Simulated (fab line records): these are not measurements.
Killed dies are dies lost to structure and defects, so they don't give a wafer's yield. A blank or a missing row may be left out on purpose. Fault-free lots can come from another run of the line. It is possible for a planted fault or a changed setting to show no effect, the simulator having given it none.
fab line records	flow sky130
record lots=6	wafers=18	last_day=50
route steps=708 shown VIA3@585 PAD_OPEN@708
lots with no fault: from the same line, run without faults
start_h: start of the lot's first displayed wafer, in hours after the record's first day	wait_h: time in hours since the lot's previous step	" repeats the value in the row above	L1.1+2: one row covering several wafers at once	- no value, or no start was given	* or withheld: withheld	< > ~ a bound
route shown NAME@n: names a module that has steps shown in the file, with the first one's number in the route	usual: mean/standard deviation taken from wafers without a fault	same: alike in all rows	chamber/n: place in a boat	sites: each site's reading	_std_site: their standard deviation	_edge_site: outer sites' mean less inner sites'	radius_mm: how far each site lies from the wafer's centre	mask NAME#n: copy n	behind: the last tool/chamber to shape the wafer	hold: the reason the lot was held/the length of the hold in hours/how it ended	device: the n, p or np transistor that did not switch	end of line: the tests these same wafers got at the end of their route	a step given without rows: its recipe and nothing more	killed: the dies lost at the first sort to structure and to defects; this is not the yield of the wafer	map: shows each die of a wafer: x if killed, . if not, _ if none is there
set.NAME: the setting as run; set.NAME@STEP: as run at that earlier step	model.NAME: the simulator's own value behind a step, which no gauge read
lots at selected steps of the route; one table per step, one row per wafer
services: when a tool's chamber went out of use (start_h, in hours from the record's first day, below 0 if earlier), for how many hours, and the reason
## steps
# step SKY_VIA3_CD_MEAS_12
# recipe target_cd_nm=200
# usual cd_nm=200.1/1.3
lot.wafer	tool	chamber	start_h	wait_h	cd_nm
L282.1	cd_sem-02	-	960.41	-	197.7
L282.5	"	-	"	"	198.8
L282.6	"	-	"	"	198.8
L283.2	cd_sem-01	-	972.78	-	199.5
L283.4	"	-	"	"	198.9
L283.6	"	-	"	"	199.8
L285.2	cd_sem-02	-	992.68	-	200.7
L285.3	"	-	"	"	200.4
L285.5	"	-	"	"	200.4
L293.4	cd_sem-02	-	1039.97	-	198.5
L293.5	"	-	"	"	199.0
L293.6	"	-	"	"	198.4
L297.1	cd_sem-01	-	1052.41	-	200.7
L297.2	"	-	"	"	201.9
L297.5	"	-	"	"	201.6
L299.2	cd_sem-01	-	1082.48	-	202.6
L299.3	"	-	"	"	201.1
L299.5	"	-	"	"	200.9
# step SKY_VIA3_OVL_MEAS_13
# usual VIA3_OVL=2/6.1
lot.wafer	tool	chamber	start_h	wait_h	VIA3_OVL[nm]
L282.1	overlay-01	-	960.53	0.1	-6
L282.5	"	-	"	"	2
L282.6	"	-	"	"	4
L283.2	overlay-01	-	972.89	0.1	9
L283.4	"	-	"	"	12
L283.6	"	-	"	"	9
L285.2	overlay-01	-	992.79	0.1	2
L285.3	"	-	"	"	7
L285.5	"	-	"	"	5
L293.4	overlay-01	-	1040.05	0.1	-6
L293.5	"	-	"	"	-2
L293.6	"	-	"	"	-4
L297.1	overlay-02	-	1052.53	0.1	-8
L297.2	"	-	"	"	-5
L297.5	"	-	"	"	-5
L299.2	overlay-02	-	1082.59	0.1	4
L299.3	"	-	"	"	0
L299.5	"	-	"	"	6
# step SKY_VIA3_ETCH_14
# recipe chemistry=N2/H2	target=BARC	ion_energy_ev=200	source_w=500	bias_w=100	pressure_mtorr=30	n2_flow_sccm=100	h2_flow_sccm=200	stop_on=SiO2	time_s=45.9	target_depth_a=600
# usual drypump_motor_current_A=5.8/0.47	oes_product_au=0.855/0.0049	throttle_valve_pct=13.224/0.0086
lot.wafer	tool	chamber	start_h	wait_h	drypump_motor_current_A	oes_product_au	rf_hours_counter_h	throttle_valve_pct
L282.1	rie_diel-01	3	960.57	0.0	6.1	0.855	23	13.223
L282.5	"	1	"	"	6.2	0.850	-	13.200
L282.6	"	0	"	"	5.2	0.852	-	13.224
L283.2	rie_diel-01	0	972.92	0.0	5.2	0.855	1	13.229
L283.4	"	1	"	"	6.2	0.853	-	13.228
L283.6	"	0	"	"	5.2	0.849	-	13.229
L285.2	rie_diel-02	0	992.82	0.0	5.8	0.853	21	13.209
L285.3	"	1	"	"	5.6	0.859	16	13.222
L285.5	"	0	"	"	5.8	0.847	-	13.216
L293.4	rie_diel-04	0	1040.07	0.0	6.2	0.860	5	13.226
L293.5	"	3	"	"	4.7	0.857	-	13.226
L293.6	"	2	"	"	5.6	0.853	-	13.217
L297.1	rie_diel-01	2	1052.57	0.0	6.1	0.857	11	13.228
L297.2	"	1	"	"	6.2	0.853	19	13.227
L297.5	"	2	"	"	6.1	0.846	-	13.215
L299.2	rie_diel-01	1	1082.62	0.0	6.2	0.855	21	13.226
L299.3	"	0	"	"	5.2	0.854	6	13.217
L299.5	"	0	"	"	5.2	0.857	-	13.216
# step SKY_VIA3_ETCH_15
# recipe target=SiO2	chemistry=C4F8/O2/Ar	target_depth_nm=507	stop_on=TiN	mask_material=KrF-thick	source_w=1500	bias_w=1200	pressure_mtorr=40	c4f8_flow_sccm=withheld	O2_flow_sccm=6	Ar_flow_sccm=300	time_s=78
# usual oes_product_au=0.945/0.0048
lot.wafer	tool	chamber	start_h	wait_h	oes_product_au
L282.1	rie_diel-01	3	960.61	0.0	0.939
L282.5	"	1	"	"	0.940
L282.6	"	0	"	"	0.943
L283.2	rie_diel-01	0	972.96	0.0	0.949
L283.4	"	1	"	"	0.947
L283.6	"	0	"	"	0.945
L285.2	rie_diel-02	0	992.86	0.0	0.948
L285.3	"	1	"	"	0.935
L285.5	"	0	"	"	0.937
L293.4	rie_diel-04	0	1040.11	0.0	0.945
L293.5	"	3	"	"	0.944
L293.6	"	2	"	"	0.947
L297.1	rie_diel-01	2	1052.61	0.0	0.944
L297.2	"	1	"	"	0.944
L297.5	"	2	"	"	0.936
L299.2	rie_diel-01	1	1082.66	0.0	0.938
L299.3	"	0	"	"	0.942
L299.5	"	0	"	"	0.941
# step SKY_VIA3_STRIP_16
# recipe chemistry=O2/N2	power_w=1400	pressure_mtorr=1500	platen_temp_c=withheld	o2_flow_sccm=3000	n2_flow_sccm=300	overash_fraction=0.5
# usual drypump_motor_current_A=5.9/0.35	oes_product_au=0.402/0.0045	strip_time_to_endpoint_s=4.12/0.034
lot.wafer	tool	chamber	start_h	wait_h	drypump_motor_current_A	oes_product_au	rf_hours_counter_h	strip_time_to_endpoint_s
L282.1	plasma_asher-04	0	960.67	0.0	5.9	0.410	81	4.12
L282.5	"	0	"	"	5.9	0.399	-	4.12
L282.6	"	1	"	"	6.5	0.395	-	4.09
L283.2	plasma_asher-02	1	973.02	0.0	6.3	0.396	52	4.10
L283.4	"	0	"	"	5.7	0.403	-	4.15
L283.6	"	0	"	"	5.7	0.397	-	4.11
L285.2	plasma_asher-03	0	992.92	0.0	5.5	0.400	120	4.13
L285.3	"	0	"	"	5.5	0.410	-	4.13
L285.5	"	1	"	"	5.5	0.412	-	4.13
L293.4	plasma_asher-03	0	1040.21	0.1	5.5	0.403	-	4.11
L293.5	"	1	"	"	5.5	0.406	-	4.23
L293.6	"	0	"	"	5.5	0.398	-	4.14
L297.1	plasma_asher-04	0	1052.67	0.0	5.9	0.402	89	4.14
L297.2	"	1	"	"	6.4	0.400	89	4.11
L297.5	"	0	"	"	5.9	0.402	-	4.11
L299.2	plasma_asher-02	1	1082.72	0.0	6.3	0.398	64	4.09
L299.3	"	0	"	"	5.7	0.398	-	4.09
L299.5	"	0	"	"	5.7	0.400	-	4.11
# step SKY_VIA3_STRIP_17
# recipe chemistry=post_etch_residue_remover	time_s=1200	temp_c=72.5
# step SKY_VIA3_CLEAN_18
# recipe chemistry=IPA	time_s=180	temp_c=25
# step SKY_VIA3_CLEAN_19
# recipe chemistry=O3/DIW	dry=n2_spin
# step SKY_VIA3_SPUTTER_20
# recipe material=TiN	target_thk_nm=20	chamber_pressure_pa=5	power_w=4000	time_s=80
# usual chamber_pressure_pa=4.999/0.011	throttle_valve_pct=30.6/0.98
lot.wafer	tool	chamber	start_h	wait_h	chamber_pressure_pa	throttle_valve_pct
L282.1	pvd_sputter-02	-	961.30	0.0	4.997	30.7
L282.5	"	-	"	"	4.977	29.9
L282.6	"	-	"	"	5.003	30.6
L283.2	pvd_sputter-02	-	974.43	0.0	4.982	31.5
L283.4	"	-	"	"	5.005	30.0
L283.6	"	-	"	"	4.986	29.8
L285.2	pvd_sputter-02	-	993.52	0.0	5.006	30.0
L285.3	"	-	"	"	5.012	31.1
L285.5	"	-	"	"	5.007	31.3
L293.4	pvd_sputter-03	-	1040.79	0.0	5.010	31.8
L293.5	"	-	"	"	4.997	29.0
L293.6	"	-	"	"	4.993	31.4
L297.1	pvd_sputter-02	-	1053.27	0.0	4.991	29.9
L297.2	"	-	"	"	4.993	31.3
L297.5	"	-	"	"	5.020	30.7
L299.2	pvd_sputter-01	-	1083.32	0.0	4.994	31.9
L299.3	"	-	"	"	4.995	30.1
L299.5	"	-	"	"	4.998	29.0
# step SKY_VIA3_CVD_21
# recipe material=W	target_thk_nm=390	time_s=117.31	temp_c=400	pressure_torr=40
# usual heater_power_w=831/75
lot.wafer	tool	chamber	start_h	wait_h	heater_power_w
L282.1	cvd_w-01	1	961.36	0.0	907
L282.5	"	1	"	"	903
L282.6	"	0	"	"	727
L283.2	cvd_w-02	1	974.49	0.0	821
L283.4	"	1	"	"	814
L283.6	"	1	"	"	799
L285.2	cvd_w-02	0	993.58	0.0	911
L285.3	"	1	"	"	801
L285.5	"	0	"	"	909
L293.4	cvd_w-02	1	1040.87	0.0	829
L293.5	"	1	"	"	809
L293.6	"	0	"	"	924
L297.1	cvd_w-01	1	1053.33	0.0	903
L297.2	"	0	"	"	686
L297.5	"	1	"	"	905
L299.2	cvd_w-01	1	1083.38	0.0	874
L299.3	"	0	"	"	730
L299.5	"	0	"	"	709
# step SKY_VIA3_RS_MEAS_22
# recipe thk_meas_gauge=four-point-probe	reads=W_of_VIA3_CVD_21+TiN_of_VIA3_SPUTTER_20
# usual VIA3_W_RS=0.293/0.0034
lot.wafer	tool	chamber	start_h	wait_h	VIA3_W_RS[ohm/sq]
L282.1	film_metro-04	-	961.49	0.1	0.295
L282.5	"	-	"	"	0.298
L282.6	"	-	"	"	0.293
L283.2	film_metro-03	-	974.63	0.1	0.294
L283.4	"	-	"	"	0.293
L283.6	"	-	"	"	0.297
L285.2	film_metro-03	-	993.72	0.1	0.295
L285.3	"	-	"	"	0.294
L285.5	"	-	"	"	0.293
L293.4	film_metro-04	-	1041.01	0.1	0.296
L293.5	"	-	"	"	0.297
L293.6	"	-	"	"	0.302
L297.1	film_metro-01	-	1053.46	0.1	0.294
L297.2	"	-	"	"	0.293
L297.5	"	-	"	"	0.295
L299.2	film_metro-04	-	1083.52	0.1	0.294
L299.3	"	-	"	"	0.292
L299.5	"	-	"	"	0.292
# step SKY_VIA3_THK_MEAS_23
# recipe thk_meas_gauge=xrf	reads=W_of_VIA3_CVD_21
# usual VIA3_W_THK=383/5.5
lot.wafer	tool	chamber	start_h	wait_h	VIA3_W_THK[nm]
L282.1	film_metro-04	-	961.61	0.1	381
L282.5	"	-	"	"	380
L282.6	"	-	"	"	384
L283.2	film_metro-03	-	974.74	0.1	377
L283.4	"	-	"	"	380
L283.6	"	-	"	"	377
L285.2	film_metro-03	-	993.83	0.1	384
L285.3	"	-	"	"	381
L285.5	"	-	"	"	383
L293.4	film_metro-04	-	1041.10	0.1	379
L293.5	"	-	"	"	379
L293.6	"	-	"	"	374
L297.1	film_metro-01	-	1053.58	0.1	382
L297.2	"	-	"	"	381
L297.5	"	-	"	"	383
L299.2	film_metro-04	-	1083.63	0.1	378
L299.3	"	-	"	"	384
L299.5	"	-	"	"	380
# step SKY_VIA3_CMP_24
# recipe stop_on=SiO2	t_overpolish_s=20	down_force_psi=3.5	platen_rpm=60	target_thk_nm=0	pad_velocity_m_s=0.94248
# usual edge_zone_pressure_frac=1.000/0.0057	head_pressure_psi=3.500/0.0075	motor_current_A=10.2/0.81	overpolish_run_s=20.000/0.0086	retaining_ring_pressure_frac=1.000/0.0054	time_to_endpoint_s=97/4.3
lot.wafer	tool	chamber	start_h	wait_h	edge_zone_pressure_frac	head_pressure_psi	motor_current_A	overpolish_run_s	retaining_ring_pressure_frac	time_to_endpoint_s	model.W_of_VIA3_CVD_21.thk_nm	model.SiO2_of_VIA3_HDPCVD_00.thk_nm
L282.1	cmp-02	1	961.82	0.2	-	-	-	-	-	-	388.7	466.6
L282.6	"	2	"	"	-	-	-	-	-	-	391.3	463.6
L282.5	"	3	"	"	-	-	-	-	-	-	385.2	464.4
L283.2	cmp-01	2	974.84	0.1	-	-	-	-	-	-	388.9	467.3
L283.4	"	0	"	"	-	-	-	-	-	-	390.6	464.1
L283.6	"	2	"	"	-	-	-	-	-	-	385.6	463.4
L285.3	cmp-02	2	993.98	0.1	1.004	3.489	10.0	20.000	1.000	92	0	460.1
L285.2	"	3	"	"	1.002	3.513	10.6	20.005	0.997	94	0	460.8
L285.5	"	0	"	"	0.999	3.501	8.8	19.984	1.001	99	0	459.5
L293.4	cmp-02	0	1041.18	0.1	0.995	3.502	8.6	19.994	0.997	98	0	462
L293.6	"	3	"	"	1.002	3.503	10.2	20.022	0.995	91	0	458.7
L293.5	"	0	"	"	0.998	3.501	8.8	19.997	0.992	98	0	460
L297.2	cmp-01	0	1053.64	0.0	1.006	3.487	9.4	20.008	1.012	92	0	461.5
L297.1	"	3	"	"	1.003	3.506	9.8	19.983	0.999	98	0	460.2
L297.5	"	0	"	"	0.996	3.508	9.6	19.992	1.006	90	0	459.1
L299.2	cmp-01	0	1083.73	0.1	1.003	3.492	9.4	19.993	0.990	90	0	460.9
L299.3	"	1	"	"	0.996	3.494	10.5	20.014	0.999	102	0	458.8
L299.5	"	0	"	"	1.000	3.502	9.3	19.995	0.997	90	0	459.6
# step SKY_PAD_OPEN_PROBE_99
# usual defect_limited_yield=82.6/1.8	killed_at_M0_to_M3=43/6.3	killed_at_M4_up=3.0/1.6	killed_at_contacts=25/5	killed_at_front_end=15/4.4	killed_at_other=0.3/0.8	killed_dies=85/8.7	killed_on_rim=17/3.7	killed_open=47/6.9	killed_short=38/6.3	sort_bin_3_pad_short=0.9/0.39	sort_bin_5_function=10.3/1.3	sort_bin_6_memory=6.2/1.1	sort_n_pass=407/8.8	sort_yield_pct=82.6/1.8
# same gross_dies=492	killed_at_back_side=0	sort_bin_4_leakage[%]=0	sort_bin_8_speed[%]=0
lot.wafer	tool	chamber	start_h	wait_h	defect_limited_yield[%]	killed_at_M0_to_M3	killed_at_M4_up	killed_at_contacts	killed_at_front_end	killed_at_other	killed_dies	killed_on_rim	killed_open	killed_short	sort_bin_3_pad_short[%]	sort_bin_5_function[%]	sort_bin_6_memory[%]	sort_n_pass	sort_yield_pct[%]
L282.1	prober-01	-	1101.08	0.1	0	444	2	29	17	0	492	96	56	36	81.7	10.4	7.9	0	0
L282.5	prober-01	-	1101.28	0.2	0	436	4	29	23	0	492	96	64	38	80.1	13.4	6.5	0	0
L282.6	prober-01	-	1101.33	0.2	0	440	0	26	26	0	492	96	52	43	81.5	13.2	5.3	0	0
L285.2	prober-01	-	1129.29	0.1	81.9	39	5	24	21	0	89	23	46	43	0.2	10.8	7.1	403	81.9
L285.3	prober-01	-	1129.34	0.2	82.5	43	1	18	24	0	86	13	49	37	0.6	10.6	6.3	406	82.5
L285.5	prober-01	-	1129.44	0.2	84.1	40	3	22	13	0	78	12	41	37	1.2	10.2	4.5	414	84.1
L293.4	prober-01	-	1167.93	0.2	82.3	38	4	28	13	4	87	21	49	34	0.8	11.4	5.5	405	82.3
L293.5	prober-01	-	1167.98	0.2	80.1	45	5	32	16	0	98	24	51	47	0.8	12.4	6.7	394	80.1
L293.6	prober-01	-	1168.03	0.2	82.3	44	2	25	16	0	87	16	42	45	0.6	10.0	7.1	405	82.3
L297.1	prober-02	-	1179.03	0.1	81.7	48	4	27	11	0	90	26	50	40	0.6	12.6	5.1	402	81.7
L297.2	prober-02	-	1179.08	0.1	82.5	39	5	21	21	0	86	17	41	45	1.0	10.6	5.9	406	82.5
L297.5	prober-02	-	1179.23	0.2	82.1	47	5	25	11	0	88	15	46	42	0.8	11.0	6.1	404	82.1
L299.2	prober-01	-	1199.60	0.1	81.3	53	6	21	12	0	92	22	46	46	1.8	11.6	5.3	400	81.3
L299.3	prober-01	-	1199.65	0.2	85.8	36	2	16	16	0	70	12	36	34	0.4	8.7	5.1	422	85.8
L299.5	prober-01	-	1199.75	0.2	85.4	38	5	18	11	0	72	13	40	32	0.6	9.3	4.7	420	85.4
# killed by level:class
L282.1 VIA3:area_cmp=400 CONTACT:geometric_particle:open=10 VIA1:geometric_particle:open=10 LI_CONTACT:geometric_particle:open=8 CONTACT:geometric_particle:short=7 POLY_GATE:geometric_particle:open=6 VIA1:geometric_particle:short=6 VIA2:geometric_particle:open=6
L282.5 VIA3:area_cmp=390 CONTACT:geometric_particle:open=19 VIA1:geometric_particle:open=10 FIELD_ISO:geometric_particle:open=9 VIA2:geometric_particle:open=8 LI_CONTACT:geometric_particle:open=7 VIA3:geometric_particle:open=6 FIELD_ISO:geometric_particle:short=5
L282.6 VIA3:area_cmp=397 CONTACT:geometric_particle:open=10 VIA1:geometric_particle:short=9 FIELD_ISO:geometric_particle:open=8 VIA1:geometric_particle:open=8 FIELD_ISO:geometric_particle:short=7 VIA2:geometric_particle:open=7 LI_CONTACT:geometric_particle:open=6
L285.2 VIA1:geometric_particle:open=7 LI_CONTACT:geometric_particle:open=6 LOCAL_INTERCONNECT:geometric_particle:short=6 FIELD_ISO:geometric_particle:open=5 VIA1:geometric_particle:short=5 CONTACT:geometric_particle:open=5 METAL1:geometric_particle:short=5 VIA3:geometric_particle:open=5
L285.3 VIA1:geometric_particle:open=8 FIELD_ISO:geometric_particle:short=7 VIA3:geometric_particle:open=7 METAL2:geometric_particle:short=6 LI_CONTACT:geometric_particle:open=6 FIELD_ISO:geometric_particle:open=5 POLY_GATE:geometric_particle:open=5 CONTACT:geometric_particle:short=5
L285.5 VIA1:geometric_particle:open=10 METAL1:geometric_particle:short=8 LI_CONTACT:geometric_particle:short=7 CONTACT:geometric_particle:open=7 VIA3:geometric_particle:open=5 VIA2:geometric_particle:open=5 FIELD_ISO:geometric_particle:open=3 POLY_GATE:geometric_particle:open=3
L293.4 VIA1:geometric_particle:open=10 CONTACT:geometric_particle:open=9 LI_CONTACT:geometric_particle:open=8 VIA2:geometric_particle:open=6 VIA3:geometric_particle:open=6 VIA1:geometric_particle:short=5 LI_CONTACT:geometric_particle:short=4 CONTACT:geometric_particle:short=4
L293.5 VIA1:geometric_particle:open=14 CONTACT:geometric_particle:open=9 VIA3:geometric_particle:open=7 LI_CONTACT:geometric_particle:open=7 LOCAL_INTERCONNECT:geometric_particle:short=7 METAL1:geometric_particle:short=6 METAL2:geometric_particle:short=6 POLY_GATE:geometric_particle:short=5
L293.6 LI_CONTACT:geometric_particle:open=8 VIA1:geometric_particle:open=8 CONTACT:geometric_particle:open=7 METAL1:geometric_particle:short=7 VIA3:geometric_particle:open=7 METAL2:geometric_particle:short=6 FIELD_ISO:geometric_particle:short=5 POLY_GATE:geometric_particle:short=5
L297.1 VIA1:geometric_particle:open=16 LOCAL_INTERCONNECT:geometric_particle:short=9 LI_CONTACT:geometric_particle:open=9 VIA2:geometric_particle:open=7 VIA3:geometric_particle:open=4 CONTACT:geometric_particle:open=4 FIELD_ISO:geometric_particle:open=3 FIELD_ISO:geometric_particle:short=3
L297.2 VIA1:geometric_particle:open=11 POLY_GATE:geometric_particle:short=6 LI_CONTACT:geometric_particle:open=6 CONTACT:geometric_particle:open=6 METAL1:geometric_particle:short=6 VIA1:geometric_particle:short=5 SPACER:geometric_particle:short=4 SPACER:geometric_particle:open=4
L297.5 VIA1:geometric_particle:open=11 LI_CONTACT:geometric_particle:open=10 VIA3:geometric_particle:open=9 LOCAL_INTERCONNECT:geometric_particle:short=7 METAL2:geometric_particle:short=5 FIELD_ISO:geometric_particle:short=4 POLY_GATE:geometric_particle:short=4 CONTACT:geometric_particle:short=4
L299.2 VIA1:geometric_particle:open=14 VIA3:geometric_particle:short=7 CONTACT:geometric_particle:open=7 METAL3:geometric_particle:short=6 VIA2:geometric_particle:open=6 FIELD_ISO:geometric_particle:short=5 METAL2:geometric_particle:short=5 VIA3:geometric_particle:open=5
L299.3 VIA1:geometric_particle:open=9 CONTACT:geometric_particle:open=6 POLY_GATE:geometric_particle:open=5 CONTACT:geometric_particle:short=5 VIA2:geometric_particle:short=5 VIA3:geometric_particle:open=5 POLY_GATE:geometric_particle:short=4 METAL1:geometric_particle:short=4
L299.5 VIA1:geometric_particle:open=13 CONTACT:geometric_particle:short=7 VIA3:geometric_particle:open=6 CONTACT:geometric_particle:open=5 METAL2:geometric_particle:short=5 LI_CONTACT:geometric_particle:open=3 VIA1:geometric_particle:short=3 VIA2:geometric_particle:short=3
# map L282.1 (x killed, . not)
__________xxxxxxxxxx_________
________xxxxxxxxxxxxxx_______
______xxxxxxxxxxxxxxxxxx_____
_____xxxxxxxxxxxxxxxxxxxx____
____xxxxxxxxxxxxxxxxxxxxxx___
___xxxxxxxxxxxxxxxxxxxxxxxx__
__xxxxxxxxxxxxxxxxxxxxxxxxxx_
_xxxxxxxxxxxxxxxxxxxxxxxxxxxx
_xxxxxxxxxxxxxxxxxxxxxxxxxxxx
_xxxxxxxxxxxxxxxxxxxxxxxxxxxx
_xxxxxxxxxxxxxxxxxxxxxxxxxxxx
_xxxxxxxxxxxxxxxxxxxxxxxxxxxx
_xxxxxxxxxxxxxxxxxxxxxxxxxxxx
_xxxxxxxxxxxxxxxxxxxxxxxxxxxx
_xxxxxxxxxxxxxxxxxxxxxxxxxxxx
__xxxxxxxxxxxxxxxxxxxxxxxxxx_
___xxxxxxxxxxxxxxxxxxxxxxxx__
____xxxxxxxxxxxxxxxxxxxxxx___
_____xxxxxxxxxxxxxxxxxxxx____
______xxxxxxxxxxxxxxxxxx_____
________xxxxxxxxxxxxxx_______
__________xxxxxxxxxx_________
# map L299.2 (x killed, . not)
__________...x.x...._________
________.x........x..x_______
______......x.......xx.x_____
_____.........xx.xx.xx.xx____
____.x.xx..x......x..x..x.___
___..........xx..x.......x.__
__.xx..x.....x.....xx......x_
_......x...x..xxx...x........
_..x........x.x..............
_x....x.......xx..........x..
_.......x..x.......x.......x.
_....x......xx..............x
_x.......x..x..x.....x.......
_..x.................x...x...
_...xx..x..x.....x.......x...
__..xx.....x..x........x...x_
___x......x..x...........x.__
____......x...............___
_____.x....x.x...xx......____
______x....x............_____
________.....x..x....._______
__________........x._________
## services
tool	chamber	start_h	hours	kind
pvd_sputter-02	-	942.61	2.5	repair
rie_diel-02	0	944.45	8.4	repair
cvd_w-02	0	945.88	14.0	repair
cmp-02	-	951.15	3.5	pm
cmp-02	-	957.42	3.9	repair
rie_diel-01	3	961.25	21.6	repair
cvd_w-01	-	966.35	0.6	repair
cvd_w-02	0	967.15	2.7	repair
cmp-02	-	983.37	6.4	pm
cvd_w-02	1	999.23	5.0	repair
cmp-02	-	1005.42	0.3	repair
plasma_asher-04	-	1012.14	22.7	repair
plasma_asher-02	-	1033.62	1.5	repair
plasma_asher-03	-	1046.26	4.2	repair
cmp-01	-	1052.46	0.7	repair
cvd_w-01	-	1054.02	1.3	repair
plasma_asher-03	-	1055.25	9.0	pm
cmp-01	-	1059.06	1.4	repair
cmp-01	-	1059.37	2.1	repair
rie_diel-01	3	1062.32	11.4	repair
cvd_w-01	0	1062.37	4.0	repair
rie_diel-01	-	1068.75	2.8	pm
rie_diel-04	-	1074.79	14.6	pm
cmp-02	-	1076.81	7.2	repair
## key
first_sign step=SKY_VIA3_CMP_24	reading=tool_record	direction=missing
effect step=SKY_PAD_OPEN_PROBE_99	reading=sort_bin_3_pad_short	direction=up	sigmas=99+	usual=0.9	struck=81.1
model_effect step=SKY_VIA3_CMP_24	value=W_of_VIA3_CVD_21.thk_nm	without=0	struck=388.4
more_kills_born_at SKY_VIA3_CMP_24@cmp-02=1185
met_at SKY_VIA3_CMP_24
struck_wafers L282.1,L282.5,L282.6,L283.2,L283.4,L283.6
rows_end L283.2,L283.4,L283.6
later_rows_left_out L282.1,L282.5,L282.6
fault kind=skipped_step_whole	tool=cmp-01,cmp-02	chamber=-	onset_h=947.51	steps=SKY_VIA3_CMP_24	scope=struck_lots_only
# later_rows_left_out: the simulator's readings of these wafers behind a module that went badly wrong aren't trusted and aren't shown, but for the sort
# rows_end: these wafers met a further fault down the route, and their rows from its step on are left out
